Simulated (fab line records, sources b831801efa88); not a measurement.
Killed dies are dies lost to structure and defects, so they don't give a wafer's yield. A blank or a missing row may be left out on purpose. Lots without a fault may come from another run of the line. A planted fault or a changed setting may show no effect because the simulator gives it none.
Which tool did it? | flow sky130 | 9 lots, 27 wafers sampled, at 5 steps of a route of 708

WHAT THE GAUGES READ, wafer by wafer
SKY_CAP2M_RS_MEAS_03: measures by four-point-probe.
lot  | measured     | on            | CAP2M_TIN_RS (ohm/sq)
L522 | day 39 21:23 | film_metro-02 | 7.03 6.87 6.96
L523 | day 40 03:04 | film_metro-03 | 7.01 6.91 7.00
L524 | day 41 22:47 | film_metro-02 | 7.08 6.96 6.88
L528 | day 41 23:43 | film_metro-03 | 6.83 6.93 6.90
L530 | day 43 10:58 | film_metro-01 | 8.09 8.10 8.02
L531 | day 43 12:05 | film_metro-02 | 7.81 7.89 8.05
L534 | day 43 15:55 | film_metro-01 | 6.91 6.97 6.91
L535 | day 43 21:59 | film_metro-01 | 6.87 6.86 6.89
L539 | day 44 14:58 | film_metro-01 | 6.95 7.06 7.03

WHICH TOOL RAN EACH LOT (tool, then ch and the chambers of the sampled wafers, then the start)
lot  | SKY_METAL3_SPUTTER_00        | SKY_VIA3_ETCH_14                   | SKY_METAL4_SPUTTER_01        | SKY_CAP2M_SPUTTER_02
L522 | pvd_sputter-03, day 36 11:19 | rie_diel-03 ch 0,3, day 39 19:31   | pvd_sputter-01, day 39 21:01 | pvd_sputter-02, day 39 21:14
L523 | pvd_sputter-01, day 36 17:05 | rie_diel-02 ch 0,1,3, day 40 01:16 | pvd_sputter-04, day 40 02:42 | pvd_sputter-02, day 40 02:55
L524 | pvd_sputter-02, day 38 17:32 | rie_diel-03 ch 0,1,2, day 41 21:04 | pvd_sputter-04, day 41 22:27 | pvd_sputter-02, day 41 22:40
L528 | pvd_sputter-03, day 38 17:53 | rie_diel-01 ch 0,1, day 41 21:56   | pvd_sputter-01, day 41 23:21 | pvd_sputter-03, day 41 23:34
L530 | pvd_sputter-02, day 40 07:34 | rie_diel-02 ch 0,1,2, day 43 09:11 | pvd_sputter-01, day 43 10:34 | pvd_sputter-02, day 43 10:47
L531 | pvd_sputter-02, day 40 08:20 | rie_diel-01 ch 2,3, day 43 10:19   | pvd_sputter-01, day 43 11:42 | pvd_sputter-02, day 43 11:55
L534 | pvd_sputter-02, day 40 12:13 | rie_diel-03 ch 0,2, day 43 14:13   | pvd_sputter-04, day 43 15:35 | pvd_sputter-03, day 43 15:49
L535 | pvd_sputter-01, day 40 19:21 | rie_diel-02 ch 2,3, day 43 20:16   | pvd_sputter-04, day 43 21:38 | pvd_sputter-01, day 43 21:52
L539 | pvd_sputter-03, day 41 13:33 | rie_diel-03 ch 0,1,3, day 44 13:13 | pvd_sputter-04, day 44 14:38 | pvd_sputter-03, day 44 14:52
- SKY_METAL3_SPUTTER_00: material Ti, target thk 15 nm, time 10 s.
- SKY_VIA3_ETCH_14: etches BARC in N2/H2, stops on SiO2, time 45.9 s, target depth 60 nm.
- SKY_METAL4_SPUTTER_01: material TiN, target thk 20 nm, time 16.32 s.
- SKY_CAP2M_SPUTTER_02: material TiN, target thk 200 nm, time 166.7 s.

THE ANSWER, worked out from the rows above alone
Rule: what is usual is taken from the lots themselves. Put in order of their means at a reading, lots are off if they are a third of the lots or fewer, leave a main group of 4 or more, and stand apart from it by a gap of 3 or more times the standard deviation of the main group's means; of several such gaps the widest counts. A main group whose means are all the same, to the digits that the tables above print for the reading, isn't used. A lot without any number at a reading at which 4 lots or more have one is off too. The other lots that the step has rows for count as sound.
Off: L530, L531, at SKY_CAP2M_RS_MEAS_03 (CAP2M_TIN_RS). The main group: mean 6.94 ohm/sq, standard deviation 0.046.
A tool fits if, at a process step before that reading, it ran every lot that is off, and no sound lot after the first of them. The gauges at SKY_CAP2M_RS_MEAS_03 are tried like those tools. Can't be told from this: 2 tools fit, pvd_sputter-01 at SKY_METAL4_SPUTTER_01, pvd_sputter-02 at SKY_CAP2M_SPUTTER_02.

WHAT THE SIMULATOR HAD PUT IN
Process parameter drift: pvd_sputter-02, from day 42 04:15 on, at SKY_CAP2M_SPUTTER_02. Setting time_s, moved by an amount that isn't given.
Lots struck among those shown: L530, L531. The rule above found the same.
